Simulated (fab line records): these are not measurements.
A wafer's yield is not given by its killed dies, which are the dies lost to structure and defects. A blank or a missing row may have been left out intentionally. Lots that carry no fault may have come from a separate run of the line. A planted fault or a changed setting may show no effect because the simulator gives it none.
fab line records | flow sky130
record lots=10 | wafers=30 | lastDay=50
route steps=708 shown METAL3@564 VIA3@579 PAD_OPEN@708
lots with no fault: from the same line, run without faults
startH: start of the lot's first displayed wafer, in hours after the record's first day | waitH: hours since the lot's step before | " as in the row above | L1.1+2: one row covering several wafers at once | - value missing, or start not given | * or withheld: withheld | < > ~ a bound
route shown NAME@n: NAME is a module with steps in the file, n the number in the route of the first one | usual: mean and standard deviation over wafers with no fault | same: alike in all rows | chamber/n: place in a boat | sites: readings site by site | _std_site: standard deviation across them | _edge_site: the outer-site mean with the inner-site mean subtracted | radiusMm: for every site, how far away it sits from the centre of the wafer | mask NAME#n: copy n | behind: the last tool/chamber to shape the wafer | hold: cause of the lot's hold/its duration in hours/its outcome | device: transistor that didn't switch, given as n, p or np | end of line: tests run on the same wafers once the route is complete | a step given without rows: its recipe and nothing more | killed: dies that structure and defects cost at the first sort, which is not the same as the wafer's yield | map: a wafer's dies, x killed, . not, _ none there
set.NAME: the run value of the setting; set.NAME@STEP: its run value at that earlier step | model.NAME: the simulator's own value behind a step, which no gauge read
route steps across a sampled set of lots; one table per step, one row per wafer
services: when a tool's chamber went out of use (startH, in hours from the record's first day, below 0 if earlier), for how many hours, and the reason
## steps
# step SKY_METAL3_OVL_MEAS_14
# usual METAL3_OVL=3/5.1
lot.wafer | tool       | chamber | startH  | waitH | METAL3_OVL[nm]
L752.1    | overlay-01 | -       | 912.91  | 0.1   | 12
L752.4    | "          | -       | "       | "     | 2
L752.5    | "          | -       | "       | "     | 11
L755.1    | overlay-02 | -       | 930.02  | 0.1   | 12
L755.3    | "          | -       | "       | "     | 6
L755.6    | "          | -       | "       | "     | 6
L754.1    | overlay-02 | -       | 934.21  | 0.1   | 3
L754.4    | "          | -       | "       | "     | 6
L754.6    | "          | -       | "       | "     | -5
L756.1    | overlay-02 | -       | 948.42  | 0.1   | 6
L756.4    | "          | -       | "       | "     | -2
L756.6    | "          | -       | "       | "     | 7
L759.3    | overlay-01 | -       | 960.84  | 0.1   | 4
L759.5    | "          | -       | "       | "     | 0
L759.6    | "          | -       | "       | "     | 0
L766.3    | overlay-02 | -       | 1016.39 | 0.1   | -7
L766.4    | "          | -       | "       | "     | -3
L766.5    | "          | -       | "       | "     | -2
L768.2    | overlay-02 | -       | 1026.13 | 0.1   | -6
L768.4    | "          | -       | "       | "     | 1
L768.6    | "          | -       | "       | "     | -1
L769.1    | overlay-01 | -       | 1037.17 | 0.1   | 2
L769.4    | "          | -       | "       | "     | -2
L769.5    | "          | -       | "       | "     | 4
L774.1    | overlay-02 | -       | 1062.48 | 0.1   | 6
L774.4    | "          | -       | "       | "     | 13
L774.5    | "          | -       | "       | "     | 7
L773.1    | overlay-02 | -       | 1067.66 | 0.1   | 7
L773.2    | "          | -       | "       | "     | 2
L773.3    | "          | -       | "       | "     | 8
# step SKY_METAL3_ETCH_17
# recipe target=SiO2 | stopOn=TiN | chemistry=C4F8/O2/Ar | sourceW=1500 | biasW=1200 | pressureMtorr=40 | c4f8FlowSccm=withheld | O2_flow_sccm=6 | Ar_flow_sccm=300 | timeS=3.9 | targetDepthA=150
# usual oesProductAu=0.752/0.007
lot.wafer | tool       | chamber | startH  | waitH | oesProductAu | rfHoursCounterH
L752.1    | rieDiel-02 | 2       | 913.20  | 0.2   | 0.745        | 7
L752.4    | "          | 1       | "       | "     | 0.749        | 3
L752.5    | "          | 2       | "       | "     | 0.755        | -
L755.1    | rieDiel-04 | 2       | 930.19  | 0.1   | 0.758        | 8
L755.3    | "          | 0       | "       | "     | 0.765        | 9
L755.6    | "          | 0       | "       | "     | 0.759        | -
L754.1    | rieDiel-04 | 2       | 934.37  | 0.1   | 0.751        | 8
L754.4    | "          | 3       | "       | "     | 0.753        | 7
L754.6    | "          | 0       | "       | "     | 0.752        | -
L756.1    | rieDiel-04 | 0       | 948.59  | 0.1   | 0.750        | 10
L756.4    | "          | 2       | "       | "     | 0.756        | 9
L756.6    | "          | 0       | "       | "     | 0.756        | -
L759.3    | rieDiel-01 | 0       | 960.99  | 0.0   | 0.751        | 3
L759.5    | "          | 2       | "       | "     | 0.754        | -
L759.6    | "          | 0       | "       | "     | 0.760        | -
L766.3    | rieDiel-01 | 0       | 1016.54 | 0.0   | 0.745        | 5
L766.4    | "          | 2       | "       | "     | 0.755        | 13
L766.5    | "          | 2       | "       | "     | 0.765        | -
L768.2    | rieDiel-01 | 0       | 1026.29 | 0.1   | 0.742        | 6
L768.4    | "          | 1       | "       | "     | 0.748        | 8
L768.6    | "          | 2       | "       | "     | 0.740        | -
L769.1    | rieDiel-02 | 2       | 1037.34 | 0.1   | 0.755        | 11
L769.4    | "          | 0       | "       | "     | 0.757        | 18
L769.5    | "          | 1       | "       | "     | 0.755        | -
L774.1    | rieDiel-01 | 3       | 1062.64 | 0.1   | 0.756        | 2
L774.4    | "          | 1       | "       | "     | 0.748        | 9
L774.5    | "          | 0       | "       | "     | 0.749        | -
L773.1    | rieDiel-04 | 1       | 1067.82 | 0.1   | 0.749        | 26
L773.2    | "          | 2       | "       | "     | 0.740        | 13
L773.3    | "          | 3       | "       | "     | 0.741        | 11
# step SKY_VIA3_COAT_06
# recipe resist=BARC | tempC=withheld | timeS=withheld | spinRpm=3000 | resistThkNm=60
# usual exhaustPa=45.0/0.92 | spinSpeedRpm=3000.4/2.2
lot.wafer | tool          | chamber | startH  | waitH | exhaustPa | spinSpeedRpm
L752.1    | lithoTrack-04 | 0       | 927.13  | 0.1   | 45.2      | 3002.6
L752.4    | "             | 0       | "       | "     | 43.3      | 3001.8
L752.5    | "             | 0       | "       | "     | 44.8      | 2998.2
L755.1    | lithoTrack-04 | 0       | 943.68  | 0.1   | 43.6      | 3000.7
L755.3    | "             | 0       | "       | "     | 44.5      | 3004.0
L755.6    | "             | 0       | "       | "     | 45.4      | 3003.9
L754.1    | lithoTrack-03 | 0       | 947.26  | 0.1   | 45.8      | 3001.5
L754.4    | "             | 0       | "       | "     | 45.7      | 3004.2
L754.6    | "             | 0       | "       | "     | 46.4      | 3001.4
L756.1    | lithoTrack-04 | 0       | 962.38  | 0.1   | 44.5      | 4071.6
L756.4    | "             | 0       | "       | "     | 46.0      | 4073.4
L756.6    | "             | 0       | "       | "     | 44.0      | 4072.8
L759.3    | lithoTrack-04 | 0       | 973.83  | 0.1   | 45.5      | 4076.2
L759.5    | "             | 0       | "       | "     | 45.6      | 4074.6
L759.6    | "             | 0       | "       | "     | 45.8      | 4069.4
L766.3    | lithoTrack-03 | 0       | 1030.01 | 0.1   | 45.2      | 2997.2
L766.4    | "             | 0       | "       | "     | 44.3      | 2999.6
L766.5    | "             | 0       | "       | "     | 44.3      | 3002.1
L768.2    | lithoTrack-04 | 0       | 1038.85 | 0.1   | 44.4      | 2999.3
L768.4    | "             | 0       | "       | "     | 44.1      | 2999.6
L768.6    | "             | 0       | "       | "     | 43.5      | 2997.5
L769.1    | lithoTrack-04 | 0       | 1049.33 | 0.1   | 45.2      | 2997.0
L769.4    | "             | 0       | "       | "     | 44.5      | 3001.0
L769.5    | "             | 0       | "       | "     | 44.8      | 3002.6
L774.1    | lithoTrack-04 | 0       | 1073.98 | 0.1   | 44.6      | 2996.8
L774.4    | "             | 0       | "       | "     | 44.3      | 2996.4
L774.5    | "             | 0       | "       | "     | 43.7      | 3000.0
L773.1    | lithoTrack-04 | 0       | 1078.33 | 0.1   | 45.7      | 3000.7
L773.2    | "             | 0       | "       | "     | 45.0      | 3000.1
L773.3    | "             | 0       | "       | "     | 46.0      | 3002.6
# step SKY_VIA3_ETCH_14
# recipe chemistry=N2/H2 | target=BARC | ionEnergyEv=200 | sourceW=500 | biasW=100 | pressureMtorr=30 | n2FlowSccm=100 | h2FlowSccm=200 | stopOn=SiO2 | timeS=45.9 | targetDepthA=600
# usual drypumpMotorCurrentA=5.7/0.38 | oesProductAu=0.855/0.0049 | throttleValvePct=13.225/0.0091
lot.wafer | tool       | chamber | startH  | waitH | drypumpMotorCurrentA | oesProductAu | rfHoursCounterH | throttleValvePct
L752.1    | rieDiel-03 | 2       | 940.63  | 0.0   | 6.3                  | 0.854        | 16              | 13.224
L752.4    | "          | 1       | "       | "     | 5.2                  | 0.848        | -               | 13.226
L752.5    | "          | 2       | "       | "     | 6.3                  | 0.859        | -               | 13.229
L755.1    | rieDiel-04 | 2       | 956.31  | 0.0   | 6.0                  | 0.848        | 9               | 13.231
L755.3    | "          | 0       | "       | "     | 5.6                  | 0.854        | 10              | 13.229
L755.6    | "          | 2       | "       | "     | 6.0                  | 0.855        | -               | 13.208
L754.1    | rieDiel-04 | 3       | 960.18  | 0.0   | 5.8                  | 0.864        | 8               | 13.236
L754.4    | "          | 1       | "       | "     | 5.7                  | 0.860        | 21              | 13.209
L754.6    | "          | 2       | "       | "     | 6.0                  | 0.849        | -               | 13.218
L756.1    | rieDiel-02 | 0       | 974.16  | 0.0   | 4.9                  | 0.789        | 18              | 13.223
L756.4    | "          | 3       | "       | "     | 6.2                  | 0.781        | 7               | 13.214
L756.6    | "          | 2       | "       | "     | 6.0                  | 0.787        | -               | 13.217
L759.3    | rieDiel-03 | 3       | 986.98  | 0.0   | 5.1                  | 0.788        | 12              | 13.221
L759.5    | "          | 1       | "       | "     | 5.2                  | 0.795        | -               | 13.218
L759.6    | "          | 3       | "       | "     | 5.1                  | 0.784        | -               | 13.220
L766.3    | rieDiel-02 | 0       | 1042.88 | 0.0   | 4.9                  | 0.861        | 18              | 13.229
L766.4    | "          | 3       | "       | "     | 6.3                  | 0.859        | 10              | 13.218
L766.5    | "          | 2       | "       | "     | 6.0                  | 0.856        | -               | 13.221
L768.2    | rieDiel-04 | 1       | 1049.86 | 0.0   | 5.7                  | 0.860        | 25              | 13.228
L768.4    | "          | 0       | "       | "     | 5.6                  | 0.848        | -               | 13.217
L768.6    | "          | 1       | "       | "     | 5.7                  | 0.860        | -               | 13.222
L769.1    | rieDiel-02 | 1       | 1061.59 | 0.0   | 5.9                  | 0.851        | 8               | 13.225
L769.4    | "          | 2       | "       | "     | 6.0                  | 0.859        | 12              | 13.222
L769.5    | "          | 2       | "       | "     | 6.0                  | 0.861        | -               | 13.243
L774.1    | rieDiel-02 | 1       | 1086.03 | 0.0   | 5.9                  | 0.854        | 9               | 13.223
L774.4    | "          | 0       | "       | "     | 4.8                  | 0.854        | 20              | 13.230
L774.5    | "          | 1       | "       | "     | 5.8                  | 0.859        | -               | 13.233
L773.1    | rieDiel-02 | 3       | 1090.23 | 0.0   | 6.3                  | 0.855        | 12              | 13.226
L773.2    | "          | 0       | "       | "     | 4.8                  | 0.853        | 20              | 13.228
L773.3    | "          | 1       | "       | "     | 5.9                  | 0.861        | 9               | 13.227
# step SKY_VIA3_ETCH_15
# recipe target=SiO2 | chemistry=C4F8/O2/Ar | targetDepthNm=507 | stopOn=TiN | maskMaterial=KrF-thick | sourceW=1500 | biasW=1200 | pressureMtorr=40 | c4f8FlowSccm=withheld | O2_flow_sccm=6 | Ar_flow_sccm=300 | timeS=78
# usual oesProductAu=0.946/0.0048
lot.wafer | tool       | chamber | startH  | waitH | oesProductAu | rfHoursCounterH
L752.1    | rieDiel-03 | 2       | 940.68  | 0.0   | 0.942        | 16
L752.4    | "          | 1       | "       | "     | 0.952        | -
L752.5    | "          | 2       | "       | "     | 0.937        | -
L755.1    | rieDiel-04 | 2       | 956.36  | 0.0   | 0.950        | 9
L755.3    | "          | 0       | "       | "     | 0.941        | 10
L755.6    | "          | 2       | "       | "     | 0.936        | -
L754.1    | rieDiel-04 | 3       | 960.23  | 0.0   | 0.948        | 8
L754.4    | "          | 1       | "       | "     | 0.943        | 21
L754.6    | "          | 2       | "       | "     | 0.952        | -
L756.1    | rieDiel-02 | 0       | 974.21  | 0.0   | 0.947        | 18
L756.4    | "          | 3       | "       | "     | 0.950        | 7
L756.6    | "          | 2       | "       | "     | 0.950        | -
L759.3    | rieDiel-03 | 3       | 987.03  | 0.0   | 0.947        | 12
L759.5    | "          | 1       | "       | "     | 0.944        | -
L759.6    | "          | 3       | "       | "     | 0.952        | -
L766.3    | rieDiel-02 | 0       | 1042.93 | 0.0   | 0.942        | 18
L766.4    | "          | 3       | "       | "     | 0.952        | 10
L766.5    | "          | 2       | "       | "     | 0.941        | -
L768.2    | rieDiel-04 | 1       | 1049.91 | 0.0   | 0.954        | 25
L768.4    | "          | 0       | "       | "     | 0.939        | -
L768.6    | "          | 1       | "       | "     | 0.945        | -
L769.1    | rieDiel-02 | 1       | 1061.64 | 0.0   | 0.950        | 8
L769.4    | "          | 2       | "       | "     | 0.948        | 12
L769.5    | "          | 2       | "       | "     | 0.946        | -
L774.1    | rieDiel-02 | 1       | 1086.08 | 0.0   | 0.955        | 9
L774.4    | "          | 0       | "       | "     | 0.947        | 20
L774.5    | "          | 1       | "       | "     | 0.940        | -
L773.1    | rieDiel-02 | 3       | 1090.28 | 0.0   | 0.959        | 12
L773.2    | "          | 0       | "       | "     | 0.937        | 20
L773.3    | "          | 1       | "       | "     | 0.953        | 9
# step SKY_VIA3_STRIP_16
# recipe chemistry=O2/N2 | powerW=1400 | pressureMtorr=1500 | platenTempC=withheld | o2FlowSccm=3000 | n2FlowSccm=300 | overashFraction=0.5
# usual drypumpMotorCurrentA=5.6/0.57 | o2FlowSccm=3000/8.7 | oesProductAu=0.403/0.0047 | stripTimeToEndpointS=4.15/0.032
# same overashFraction=0.5
lot.wafer | tool           | chamber | startH  | waitH | drypumpMotorCurrentA | o2FlowSccm | oesProductAu | rfHoursCounterH | stripTimeToEndpointS
L752.1    | plasmaAsher-03 | 0       | 940.74  | 0.0   | 5.3                  | 3016       | 0.399        | 19              | 4.13
L752.4    | "              | 0       | "       | "     | 5.3                  | 3008       | 0.398        | -               | 4.16
L752.5    | "              | 1       | "       | "     | 5.2                  | 3002       | 0.407        | -               | 4.13
L755.1    | plasmaAsher-02 | 1       | 956.42  | 0.0   | 6.1                  | 3009       | 0.406        | 114             | 4.14
L755.3    | "              | 1       | "       | "     | 6.1                  | 3003       | 0.405        | -               | 4.14
L755.6    | "              | 1       | "       | "     | 6.2                  | 2987       | 0.406        | -               | 4.15
L754.1    | plasmaAsher-04 | 0       | 960.29  | 0.0   | 6.6                  | 2992       | 0.395        | 83              | 4.13
L754.4    | "              | 1       | "       | "     | 5.5                  | 2999       | 0.404        | -               | 4.13
L754.6    | "              | 0       | "       | "     | 6.6                  | 2992       | 0.406        | -               | 4.13
L756.1    | plasmaAsher-02 | 0       | 974.27  | 0.0   | 4.9                  | 3008       | 0.404        | 116             | 4.12
L756.4    | "              | 1       | "       | "     | 6.2                  | 2995       | 0.398        | -               | 4.04
L756.6    | "              | 1       | "       | "     | 6.2                  | 2996       | 0.399        | -               | 4.08
L759.3    | plasmaAsher-02 | 0       | 987.12  | 0.1   | 5.0                  | 3008       | 0.391        | -               | 4.04
L759.5    | "              | 0       | "       | "     | 4.9                  | 3009       | 0.396        | -               | 4.09
L759.6    | "              | 1       | "       | "     | 6.2                  | 2998       | 0.398        | -               | 4.02
L766.3    | plasmaAsher-03 | 1       | 1043.02 | 0.1   | 5.3                  | 2996       | 0.392        | -               | 4.15
L766.4    | "              | 0       | "       | "     | 5.3                  | 3002       | 0.404        | -               | 4.09
L766.5    | "              | 1       | "       | "     | 5.2                  | 3001       | 0.413        | -               | 4.15
L768.2    | plasmaAsher-04 | 1       | 1049.97 | 0.0   | 5.5                  | 2986       | 0.406        | 92              | 4.14
L768.4    | "              | 1       | "       | "     | 5.5                  | 3007       | 0.405        | -               | 4.12
L768.6    | "              | 1       | "       | "     | 5.5                  | 2989       | 0.402        | -               | 4.14
L769.1    | plasmaAsher-03 | 1       | 1061.70 | 0.0   | 5.3                  | 3011       | 0.408        | 32              | 4.17
L769.4    | "              | 0       | "       | "     | 5.3                  | 2999       | 0.404        | -               | 4.10
L769.5    | "              | 0       | "       | "     | 5.3                  | 2991       | 0.401        | -               | 4.09
L774.1    | plasmaAsher-04 | 0       | 1086.14 | 0.0   | 6.6                  | 3002       | 0.412        | 95              | 4.18
L774.4    | "              | 1       | "       | "     | 5.5                  | 2996       | 0.406        | -               | 4.18
L774.5    | "              | 0       | "       | "     | 6.6                  | 3022       | 0.398        | -               | 4.15
L773.1    | plasmaAsher-03 | 1       | 1090.34 | 0.0   | 5.2                  | 2990       | 0.402        | 35              | 4.11
L773.2    | "              | 0       | "       | "     | 5.3                  | 2992       | 0.402        | 35              | 4.23
L773.3    | "              | 0       | "       | "     | 5.3                  | 2996       | 0.396        | -               | 4.21
# step SKY_PAD_OPEN_PROBE_99
# usual defectLimitedYield=82.4/1.9 | killed_at_M0_to_M3=43/6.7 | killed_at_M4_up=3.1/1.9 | killedAtContacts=25/5 | killedAtFrontEnd=15/4 | killedAtOther=0.4/0.69 | killedDies=87/9.2 | killedOpen=46/7.1 | killedShort=40/6.8 | sort_bin_3_pad_short=0.9/0.48 | sort_bin_5_function=10.3/1.5 | sort_bin_6_memory=6.4/1.2 | sortNPass=405/9.2 | sortYieldPct=82.4/1.9
# same grossDies=492 | killedAtBackSide=0 | sort_bin_4_leakage[%]=0 | sort_bin_8_speed[%]=0
lot.wafer | tool      | chamber | startH  | waitH | defectLimitedYield[%] | killed_at_M0_to_M3 | killed_at_M4_up | killedAtContacts | killedAtFrontEnd | killedAtOther | killedDies | killedOpen | killedShort | sort_bin_3_pad_short[%] | sort_bin_5_function[%] | sort_bin_6_memory[%] | sortNPass | sortYieldPct[%]
L755.1    | prober-02 | -       | 1098.24 | 0.1   | 83.1                  | 45                 | 1               | 19               | 18               | 0             | 83         | 46         | 37          | 0.2                     | 11.4                   | 5.3                  | 409       | 83.1
L755.3    | prober-02 | -       | 1098.34 | 0.2   | 79.5                  | 48                 | 5               | 30               | 17               | 1             | 101        | 61         | 39          | 1.4                     | 11.0                   | 8.1                  | 391       | 79.5
L755.6    | prober-02 | -       | 1098.49 | 0.2   | 79.1                  | 52                 | 2               | 28               | 21               | 0             | 103        | 59         | 44          | 1.2                     | 13.0                   | 6.7                  | 389       | 79.1
L756.1    | prober-02 | -       | 1116.12 | 0.1   | 83.3                  | 48                 | 1               | 19               | 14               | 0             | 82         | 41         | 41          | 1.2                     | 10.6                   | 4.9                  | 410       | 83.3
L756.4    | prober-02 | -       | 1116.27 | 0.2   | 80.3                  | 48                 | 2               | 30               | 17               | 0             | 97         | 52         | 45          | 0                       | 11.8                   | 7.9                  | 395       | 80.3
L756.6    | prober-02 | -       | 1116.37 | 0.2   | 80.5                  | 51                 | 2               | 24               | 19               | 0             | 96         | 48         | 48          | 1.6                     | 13.2                   | 4.7                  | 396       | 80.5
L759.3    | prober-01 | -       | 1127.06 | 0.2   | 81.5                  | 39                 | 4               | 26               | 22               | 0             | 91         | 58         | 33          | 0.6                     | 10.8                   | 7.1                  | 401       | 81.5
L759.5    | prober-01 | -       | 1127.16 | 0.2   | 85.2                  | 33                 | 6               | 19               | 15               | 0             | 73         | 43         | 29          | 0.4                     | 8.5                    | 5.9                  | 419       | 85.2
L759.6    | prober-01 | -       | 1127.21 | 0.2   | 82.1                  | 40                 | 4               | 26               | 18               | 0             | 88         | 52         | 36          | 1.2                     | 10.4                   | 6.3                  | 404       | 82.1
# killed by level:class
L755.1 VIA1:geometricParticle:open=9 VIA3:geometricParticle:open=8 CONTACT:geometricParticle:open=7 POLY_GATE:geometricParticle:short=6 FIELD_ISO:geometricParticle:short=5 LI_CONTACT:geometricParticle:open=5 METAL1:geometricParticle:short=5 VIA1:geometricParticle:short=5
L755.3 CONTACT:geometricParticle:open=14 VIA1:geometricParticle:open=13 POLY_GATE:geometricParticle:open=6 LI_CONTACT:geometricParticle:open=6 LOCAL_INTERCONNECT:geometricParticle:short=5 VIA2:geometricParticle:open=5 VIA1:geometricParticle:short=5 VIA2:geometricParticle:short=5
L755.6 VIA1:geometricParticle:open=16 LI_CONTACT:geometricParticle:open=10 CONTACT:geometricParticle:open=10 FIELD_ISO:geometricParticle:short=9 VIA1:geometricParticle:short=7 VIA3:geometricParticle:open=6 METAL1:geometricParticle:short=5 VIA2:geometricParticle:open=5
L756.1 VIA2:geometricParticle:short=8 LI_CONTACT:geometricParticle:open=8 METAL1:geometricParticle:short=8 VIA2:geometricParticle:open=7 VIA3:geometricParticle:open=7 VIA1:geometricParticle:open=7 METAL2:geometricParticle:short=5 POLY_GATE:geometricParticle:short=4
L756.4 VIA1:geometricParticle:open=14 LI_CONTACT:geometricParticle:open=10 CONTACT:geometricParticle:open=9 CONTACT:geometricParticle:short=8 VIA1:geometricParticle:short=7 METAL2:geometricParticle:short=7 VIA2:geometricParticle:open=7 FIELD_ISO:geometricParticle:short=6
L756.6 VIA3:geometricParticle:open=10 METAL1:geometricParticle:short=9 VIA1:geometricParticle:open=8 CONTACT:geometricParticle:open=7 CONTACT:geometricParticle:short=7 METAL2:geometricParticle:short=7 VIA2:geometricParticle:open=6 LI_CONTACT:geometricParticle:open=5
L759.3 CONTACT:geometricParticle:open=12 VIA1:geometricParticle:open=12 VIA3:geometricParticle:open=6 FIELD_ISO:geometricParticle:open=5 LI_CONTACT:geometricParticle:open=5 METAL1:geometricParticle:short=5 FIELD_ISO:geometricParticle:short=4 POLY_GATE:geometricParticle:short=4
L759.5 VIA1:geometricParticle:open=8 CONTACT:geometricParticle:open=8 POLY_GATE:geometricParticle:short=7 VIA2:geometricParticle:open=6 LI_CONTACT:geometricParticle:open=5 VIA3:geometricParticle:open=4 POLY_GATE:geometricParticle:open=3 METAL1:geometricParticle:short=3
L759.6 VIA1:geometricParticle:open=15 CONTACT:geometricParticle:open=13 METAL1:geometricParticle:short=5 LI_CONTACT:geometricParticle:open=5 FIELD_ISO:geometricParticle:short=4 POLY_GATE:geometricParticle:open=4 LI_CONTACT:geometricParticle:short=4 VIA1:geometricParticle:short=4
## services
tool           | chamber | startH  | hours | kind
rieDiel-02     | -       | 901.91  | 0.5   | repair
plasmaAsher-04 | -       | 905.75  | 9.4   | repair
rieDiel-03     | 3       | 915.89  | 50.5  | repair
rieDiel-01     | 0       | 933.72  | 4.5   | repair
rieDiel-04     | 0       | 940.85  | 2.2   | repair
plasmaAsher-02 | -       | 961.62  | 2.8   | pm
rieDiel-04     | -       | 963.37  | 0.9   | repair
rieDiel-02     | 2       | 965.68  | 4.5   | repair
plasmaAsher-04 | -       | 980.43  | 0.8   | repair
rieDiel-03     | 0       | 984.54  | 15.7  | repair
rieDiel-02     | 0       | 991.20  | 33.9  | repair
rieDiel-03     | -       | 991.49  | 4.3   | pm
rieDiel-03     | 0       | 1002.85 | 7.7   | repair
rieDiel-03     | 1       | 1018.57 | 21.1  | repair
rieDiel-04     | -       | 1024.53 | 0.5   | repair
rieDiel-02     | -       | 1027.10 | 2.8   | pm
rieDiel-04     | 3       | 1042.87 | 24.4  | repair
plasmaAsher-03 | -       | 1047.80 | 0.5   | repair
rieDiel-04     | 0       | 1058.98 | 19.4  | repair
rieDiel-03     | 3       | 1059.04 | 1.5   | repair
rieDiel-02     | 0       | 1069.19 | 2.5   | repair
rieDiel-04     | 2       | 1075.30 | 13.8  | repair
plasmaAsher-03 | -       | 1087.50 | 1.7   | repair
rieDiel-01     | -       | 1089.39 | 2.8   | pm
## key
firstSign step=SKY_VIA3_COAT_06 | reading=spinSpeedRpm | direction=up | sigmas=99+ | usual=3000.4 | struck=4073.0
effect step=SKY_VIA3_ETCH_14 | reading=oesProductAu | direction=down | sigmas=14 | usual=0.855 | struck=0.787
effect step=SKY_VIA3_STRIP_16 | reading=stripTimeToEndpointS | direction=down | sigmas=2.5 | usual=* | struck=*
metAt SKY_VIA3_COAT_06
struckLots L756,L759
notActingAt SKY_METAL3_OVL_MEAS_14,SKY_METAL3_ETCH_17,SKY_VIA3_ETCH_15
onsetBetween 943.68 962.38
fault kind=processParameterDrift | tool=lithoTrack-04 | chamber=- | onsetH=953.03 | steps=SKY_VIA3_COAT_06 | channel=spinRpm | offset=1071.5 | shape=step | endH=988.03 | actsIn=theseRecipesOnly | stated=3000
